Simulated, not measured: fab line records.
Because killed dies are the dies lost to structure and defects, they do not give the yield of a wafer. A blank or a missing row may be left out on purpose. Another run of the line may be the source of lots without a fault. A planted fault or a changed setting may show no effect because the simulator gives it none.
Comparing a struck lot with a sound one + flow sfqLine + 17 out of 325 route steps
Sound: wafers L222.4, L222.5, L222.6. Struck: wafer L238.5 (L238.2, L238.4, from the same lot, were not struck and are left out); the cause is given at the end.
For every step that has rows: the tool of each side, followed by ch and its chambers, followed by its first start. Under that, the readings that differ: sound wafers + struck wafers + difference of the means + sigmas: that difference in standard deviations of wafers without a fault.
alike: same words and numbers on both sides, and readings whose means sit less than 2 such deviations apart. not compared: any withheld reading, any reading some wafer has no value for, any bound like >300 that may hide the same value, and any number with overlapping values for which the record gives no deviation.
The two part at a step that has a row with sigmas, a row that says differs or no value, or rows on one side only. Non-overlapping numbers with no deviation appear without sigmas and do not part them. Lack of a reading on every wafer of one side parts them only where that side has two or more wafers.

SFQ_TRILAYER_I3_VIA_BARC_OPEN_VIA_ETCH_121: etches BARC in O2, target depth 125 nm, time 41.7 s.
  sound on rieDiel-03 ch 0,1,3, day 31 10:15; struck on rieDiel-04 ch 2, day 50 06:38
  alike: chamberPressureMTorr, drypumpMotorCurrentA, oesProductAu
  not compared: rfHoursCounterH
SFQ_TRILAYER_I3_VIA_ETCH_VIA_ETCH_088: etches SiO2 in CHF3, stops on Nb, target depth 260 nm.
  sound on rieDiel-03 ch 0,1,3, day 31 10:20; struck on rieDiel-04 ch 2, day 50 06:41
  alike: chamberPressureMTorr, drypumpMotorCurrentA, oesProductAu
SFQ_TRILAYER_I3_VIA_STRIP_STRIP_089: strips in O2.
  sound on rieMetal-03 ch 0,1, day 31 10:35; struck on rieMetal-02 ch 1, day 50 06:47
  alike: chamberPressureMTorr, drypumpMotorCurrentA, oesProductAu, platenTempC
  not compared: rfHoursCounterH
then, 2 steps without rows for these wafers: SFQ_TRILAYER_I3_VIA_STRIP_SOLV_CLEAN_090 (cleans in NMP, time 600 s); SFQ_TRILAYER_M4_DEP_PRE_CLEAN_092 (time 22.5 s).
SFQ_TRILAYER_M4_DEP_SPUTTER_091: material Nb, target thk 200 nm, time 133.3 s.
  sound on pvdSputter-04, day 31 11:12; struck on pvdSputter-03, day 50 07:36
  alike: chamberPressurePa, substrateTempC, throttleValvePct
SFQ_M4_RS_MEAS_924: the measuring method here is four-point-probe.
  sound on filmMetro-03, day 31 11:21; struck on filmMetro-03, day 50 07:43
  alike: M4_NB_RS
then, 4 steps without rows for these wafers: SFQ_TRILAYER_M4_LITHO_COAT_098 (resist thk 62 nm); SFQ_TRILAYER_M4_LITHO_COAT_093 (resist thk 600 nm); SFQ_TRILAYER_M4_LITHO_SOFTBAKE_097; SFQ_TRILAYER_M4_LITHO_EXPOSE_094 (exposes mask M4, target cd 500 nm).
SFQ_TRILAYER_M4_LITHO_PEB_096: peb time 60 s.
  sound on lithoTrack-04 ch 0, day 36 19:25; struck on lithoTrack-04 ch 0, day 51 04:13
then, 1 step without rows for these wafers: SFQ_TRILAYER_M4_LITHO_DEVELOP_095 (time 60 s).
SFQ_M4_OVL_MEAS_926:
  sound on overlay-01, day 36 19:39; struck on overlay-02, day 51 04:29
  alike: M4_OVL
SFQ_TRILAYER_M4_BARC_OPEN_METAL_ETCH_123: etches BARC in O2, target depth 125 nm, time 41.7 s.
  sound on rieMetal-02 ch 0,1, day 36 19:41; struck on rieMetal-01 ch 1, day 51 04:31
| reading            | sound           | struck | difference | sigmas |
|--------------------|-----------------|--------|------------|--------|
| model.M4.cdNm (nm) | 497 499.8 497.4 | 491.8  | -6.3       |        |
  alike: chamberPressureMTorr, drypumpMotorCurrentA, oesProductAu
  not compared: rfHoursCounterH
SFQ_TRILAYER_M4_ETCH_METAL_ETCH_096: etches Nb in Cl2/Ar, stops on SiO2, target depth 240 nm, time 120 s.
  sound on rieMetal-02 ch 0,1, day 36 19:46; struck on rieMetal-01 ch 1, day 51 04:35
| reading             | sound             | struck | difference | sigmas |
|---------------------|-------------------|--------|------------|--------|
| oesProductAu (a.u.) | 0.886 0.891 0.890 | 0.906  | +0.017     | +2     |
| model.M4.cdNm (nm)  | 495.2 500.2 496.8 | 489.7  | -7.7       |        |
  alike: chamberPressureMTorr, drypumpMotorCurrentA
  not compared: rfHoursCounterH
SFQ_TRILAYER_M4_STRIP_STRIP_097: strips in O2.
  sound on rieMetal-02 ch 0,1, day 36 20:04; struck on rieMetal-01 ch 1, day 51 04:43
  alike: chamberPressureMTorr, drypumpMotorCurrentA, oesProductAu, platenTempC
  not compared: rfHoursCounterH

WHERE THEY PART
SFQ_TRILAYER_M4_ETCH_METAL_ETCH_096 only, going by this record. Later steps at which nothing parts them and some readings are alike: SFQ_TRILAYER_M4_STRIP_STRIP_097.

WHY: what had been put in by the simulator
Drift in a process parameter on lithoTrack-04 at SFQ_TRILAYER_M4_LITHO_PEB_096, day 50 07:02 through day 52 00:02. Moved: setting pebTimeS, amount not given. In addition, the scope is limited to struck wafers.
